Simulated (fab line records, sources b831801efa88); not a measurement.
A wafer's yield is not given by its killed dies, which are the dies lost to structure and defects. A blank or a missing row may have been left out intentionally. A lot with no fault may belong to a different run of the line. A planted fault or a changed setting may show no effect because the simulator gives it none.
A struck lot beside a sound one + flow sfq-line + 42 out of 325 route steps
Sound: wafers L754.1, L754.5, L754.6. Struck: wafers L768.1, L768.6 (left out: L768.4, a lot-mate that was not struck); the cause follows at the end.
Order at every step that has rows: each side's tool, ch and its chambers, its first start. Under that, the readings that differ: sound wafers + struck wafers + difference of the means + sigmas: that difference in standard deviations of wafers without a fault.
alike: readings whose means differ by less than 2 such deviations, and words and numbers that are the same on both sides. not compared: withheld readings, readings that some wafer has no value for, bounds like >300 that may hide the same value, and numbers for which the record gives no deviation and whose values overlap.
The two part at a step that has a row with sigmas, a row that says differs or no value, or rows on one side only. When numbers do not overlap yet have no deviation, they are printed without sigmas and do not part them. Lack of a reading on every wafer of one side parts them only where that side has two or more wafers.

first, 6 steps without rows for these wafers: SFQ_TRILAYER_I2_VIA_LITHO_COAT_072 (resist thk 62 nm); SFQ_TRILAYER_I2_VIA_LITHO_COAT_067 (resist thk 650 nm); SFQ_TRILAYER_I2_VIA_LITHO_SOFTBAKE_071; SFQ_TRILAYER_I2_VIA_LITHO_EXPOSE_068 (exposes mask I2, target cd 500 nm); SFQ_TRILAYER_I2_VIA_LITHO_PEB_070 (peb time 60 s); SFQ_TRILAYER_I2_VIA_LITHO_DEVELOP_069 (time 60 s).
SFQ_I2_OVL_MEAS_918:
  sound: overlay-02 at day 32 16:28; struck: overlay-02 at day 37 20:00
  alike: I2_OVL
SFQ_TRILAYER_I2_VIA_BARC_OPEN_VIA_ETCH_096: etches BARC in O2, target depth 125 nm, time 41.7 s.
  sound on rie-diel-02 ch 0,1,2, day 32 16:30; struck on rie-diel-03 ch 0,2, day 37 20:02
  alike: drypump-motor-current-A, oes-product-au
  not compared: rf-hours-counter-h
SFQ_TRILAYER_I2_VIA_ETCH_VIA_ETCH_070: etches SiO2 in CHF3, stops on Nb, target depth 260 nm.
  sound on rie-diel-02 ch 0,1,2, day 32 16:32; struck on rie-diel-03 ch 0,2, day 37 20:05
  alike: drypump-motor-current-A, oes-product-au
then, 3 steps without rows for these wafers: SFQ_TRILAYER_I2_VIA_STRIP_STRIP_071 (strips in O2); SFQ_TRILAYER_I2_VIA_STRIP_SOLV_CLEAN_072 (cleans in NMP, time 600 s); SFQ_TRILAYER_M3_DEP_PRE_CLEAN_074 (time 22.5 s).
SFQ_TRILAYER_M3_DEP_SPUTTER_073: material Nb, target thk 200 nm, time 133.3 s.
  sound: pvd-sputter-03 at day 32 17:27; struck: pvd-sputter-06 at day 37 20:59
| reading                                             | sound             | struck     | difference | sigmas |
|-----------------------------------------------------|-------------------|------------|------------|--------|
| model.Nb_of_TRILAYER_M3_DEP_SPUTTER_073.thk-nm (nm) | 198.7 198.5 196.4 | 94.47 96.9 | -102.18    |        |
  alike: chamber-pressure-pa, resputter-cathode-voltage-v, throttle-valve-pct
SFQ_M3_RS_MEAS_919: measurement is done with a four-point probe.
  sound: film-metro-01 at day 32 17:32; struck: film-metro-01 at day 37 21:05
| reading           | sound             | struck      | difference | sigmas |
|-------------------|-------------------|-------------|------------|--------|
| M3_NB_RS (ohm/sq) | 0.894 0.896 0.905 | 1.905 1.858 | +0.983     | +82    |
then, 6 steps without rows for these wafers: SFQ_TRILAYER_M3_LITHO_COAT_080 (resist thk 62 nm); SFQ_TRILAYER_M3_LITHO_COAT_075 (resist thk 600 nm); SFQ_TRILAYER_M3_LITHO_SOFTBAKE_079; SFQ_TRILAYER_M3_LITHO_EXPOSE_076 (exposes mask M3, target cd 500 nm); SFQ_TRILAYER_M3_LITHO_PEB_078 (peb time 60 s); SFQ_TRILAYER_M3_LITHO_DEVELOP_077 (time 60 s).
-- the record jumps here: 6 days lie between the struck wafers' starts before and after --
SFQ_M3_OVL_MEAS_921:
  sound: overlay-02 at day 38 17:42; struck: overlay-02 at day 43 23:12
  alike: M3_OVL
then, 1 step without rows for these wafers: SFQ_TRILAYER_M3_BARC_OPEN_METAL_ETCH_100 (etches BARC in O2, target depth 125 nm, time 41.7 s).
SFQ_TRILAYER_M3_ETCH_METAL_ETCH_078: etches Nb in Cl2/Ar, stops on SiO2, target depth 240 nm, time 120 s.
  sound on rie-metal-04 ch 0,1, day 38 17:48; struck on rie-metal-01 ch 0,1, day 43 23:17
| reading               | sound             | struck      | difference | sigmas |
|-----------------------|-------------------|-------------|------------|--------|
| oes-product-au (a.u.) | 0.897 0.894 0.883 | 0.628 0.620 | -0.267     | -32    |
  alike: drypump-motor-current-A
  not compared: rf-hours-counter-h
then, 2 steps without rows for these wafers: SFQ_TRILAYER_M3_STRIP_STRIP_079 (strips in O2); SFQ_TRILAYER_M3_STRIP_SOLV_CLEAN_080 (cleans in NMP, time 600 s).
SFQ_TRILAYER_I3_DEP_PECVD_081: deposits SiO2 from SiH4/N2O, time 111.11 s, target thk 500 nm.
  sound on pecvd-02 ch 0,1,2, day 38 18:42; struck on pecvd-02 ch 0,2, day 44 00:11
  alike: heater-power-w, susceptor-temp-C, throttle-valve-pct
then, 1 step without rows for these wafers: SFQ_TRILAYER_I3_CMP_CMP_082 (polishes SiO2).
SFQ_I3_BOW_MEAS_922:
  sound: film-metro-01 at day 39 05:34; struck: film-metro-02 at day 44 16:06
  alike: I3_BOW
then, 7 steps without rows for these wafers: SFQ_TRILAYER_I3_METRO_MEASURE_083; SFQ_TRILAYER_I3_VIA_LITHO_COAT_090 (resist thk 62 nm); SFQ_TRILAYER_I3_VIA_LITHO_COAT_085 (resist thk 650 nm); SFQ_TRILAYER_I3_VIA_LITHO_SOFTBAKE_089; SFQ_TRILAYER_I3_VIA_LITHO_EXPOSE_086 (exposes mask I3, target cd 500 nm); SFQ_TRILAYER_I3_VIA_LITHO_PEB_088 (peb time 60 s); SFQ_TRILAYER_I3_VIA_LITHO_DEVELOP_087 (time 60 s).
-- the record jumps here: 6 days lie between the struck wafers' starts before and after --
SFQ_I3_OVL_MEAS_923:
  sound: overlay-02 at day 45 09:03; struck: overlay-02 at day 50 11:55
  alike: I3_OVL
SFQ_TRILAYER_I3_VIA_BARC_OPEN_VIA_ETCH_121: etches BARC in O2, target depth 125 nm, time 41.7 s.
  sound on rie-diel-04 ch 0,1,3, day 45 09:05; struck on rie-diel-01 ch 1, day 50 11:58
  alike: drypump-motor-current-A, oes-product-au
  not compared: rf-hours-counter-h
then, 1 step without rows for these wafers: SFQ_TRILAYER_I3_VIA_ETCH_VIA_ETCH_088 (etches SiO2 in CHF3, stops on Nb, target depth 260 nm).
SFQ_TRILAYER_I3_VIA_STRIP_STRIP_089: strips in O2.
  sound on rie-metal-04 ch 0,1, day 45 09:14; struck on rie-metal-03 ch 0,1, day 50 12:07
  alike: drypump-motor-current-A, oes-product-au
  not compared: rf-hours-counter-h
then, 2 steps without rows for these wafers: SFQ_TRILAYER_I3_VIA_STRIP_SOLV_CLEAN_090 (cleans in NMP, time 600 s); SFQ_TRILAYER_M4_DEP_PRE_CLEAN_092 (time 22.5 s).
-- the record jumps here: 44 days lie between the struck wafers' starts before and after --
SFQ_M8_BOW_MEAS_951:
  sound: film-metro-03 at day 86 19:05; struck: film-metro-04 at day 94 17:33
| reading                 | sound               | struck      | difference | sigmas |
|-------------------------|---------------------|-------------|------------|--------|
| model.etest.m3.ohm-um   | 1.794 1.784 1.816   | 3.799 3.686 | +1.944     |        |
| model.etest.i2.link-ohm | 1.959 1.931 1.971   | 3.148 3.08  | +1.160     |        |
| model.etest.i3.link-ohm | 1.944 1.965 1.956   | 2.957 2.915 | +0.981     |        |
| model.etest.m3.ohm-sq   | 0.8958 0.8967 0.906 | 1.884 1.837 | +0.961     |        |
  alike: M8_BOW

== WHERE THEY PART ==
Earliest at SFQ_M3_RS_MEAS_919; latest, in this record, at SFQ_TRILAYER_M3_ETCH_METAL_ETCH_078. Later steps at which nothing parts them and some readings are alike: SFQ_TRILAYER_I3_DEP_PECVD_081, SFQ_I3_BOW_MEAS_922, SFQ_I3_OVL_MEAS_923, SFQ_TRILAYER_I3_VIA_BARC_OPEN_VIA_ETCH_121, SFQ_TRILAYER_I3_VIA_STRIP_STRIP_089, SFQ_M8_BOW_MEAS_951.

WHY: what had been put in by the simulator
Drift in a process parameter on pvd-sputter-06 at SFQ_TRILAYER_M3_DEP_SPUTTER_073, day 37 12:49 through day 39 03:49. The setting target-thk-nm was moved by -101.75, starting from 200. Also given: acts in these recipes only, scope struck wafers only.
